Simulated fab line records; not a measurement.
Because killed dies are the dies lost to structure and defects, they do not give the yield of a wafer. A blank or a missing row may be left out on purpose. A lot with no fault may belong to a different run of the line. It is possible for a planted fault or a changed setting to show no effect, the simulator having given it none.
What tool caused it? / flow gf180mcu / 6 lots with 18 wafers sampled at 2 steps, on a route of 602 steps

WHAT THE GAUGES SHOWED, per wafer
GF_HV_LDD_CD_MEAS_19: the cd target is 400 nm.
lot=L689; measured=day 12 14:33; on=cdSem-01; cdNm (nm)=402.2 404.0 405.4
lot=L691; measured=day 13 02:25; on=cdSem-01; cdNm (nm)=396.4 395.7 398.6
lot=L698; measured=day 15 09:20; on=cdSem-02; cdNm (nm)=399.7 400.4 400.1
lot=L701; measured=day 16 03:26; on=cdSem-02; cdNm (nm)=407.0 410.0 410.5
lot=L709; measured=day 18 14:01; on=cdSem-02; cdNm (nm)=399.0 398.9 398.0
lot=L711; measured=day 19 05:36; on=cdSem-01; cdNm (nm)=396.7 397.8 394.8

EACH LOT AND THE TOOL THAT RAN IT (in order: tool; ch and the chambers of the sampled wafers; start)
lot=L689; GF_HV_LDD_COAT_14=lithoTrack-03 ch 0, day 12 03:37
lot=L691; GF_HV_LDD_COAT_14=lithoTrack-03 ch 0, day 12 16:16
lot=L698; GF_HV_LDD_COAT_14=lithoTrack-03 ch 0, day 14 21:41
lot=L701; GF_HV_LDD_COAT_14=lithoTrack-03 ch 0, day 15 15:56
lot=L709; GF_HV_LDD_COAT_14=lithoTrack-04 ch 0, day 18 01:49
lot=L711; GF_HV_LDD_COAT_14=lithoTrack-02 ch 0, day 18 17:19
- GF_HV_LDD_COAT_14: resist thk 1000 nm.

THE ANSWER, worked out from the rows above alone
Rule: the usual values come from the lots themselves. The widest of any qualifying gaps counts: lots, ordered by their means at a reading, are off when they make up no more than a third of the lots, leave a main group of 4 or more, and stand apart from it by 3 or more times the standard deviation of that group's means. A main group is skipped when, at the precision printed for the reading in the tables above, its means are all equal. Also off: a lot with no number at a reading for which 4 or more lots have one. Where the step has rows for the other lots, those lots are counted as sound.
No lot is off at any reading shown: from this, nothing can be told.

WHAT WAS PUT IN BY THE SIMULATOR
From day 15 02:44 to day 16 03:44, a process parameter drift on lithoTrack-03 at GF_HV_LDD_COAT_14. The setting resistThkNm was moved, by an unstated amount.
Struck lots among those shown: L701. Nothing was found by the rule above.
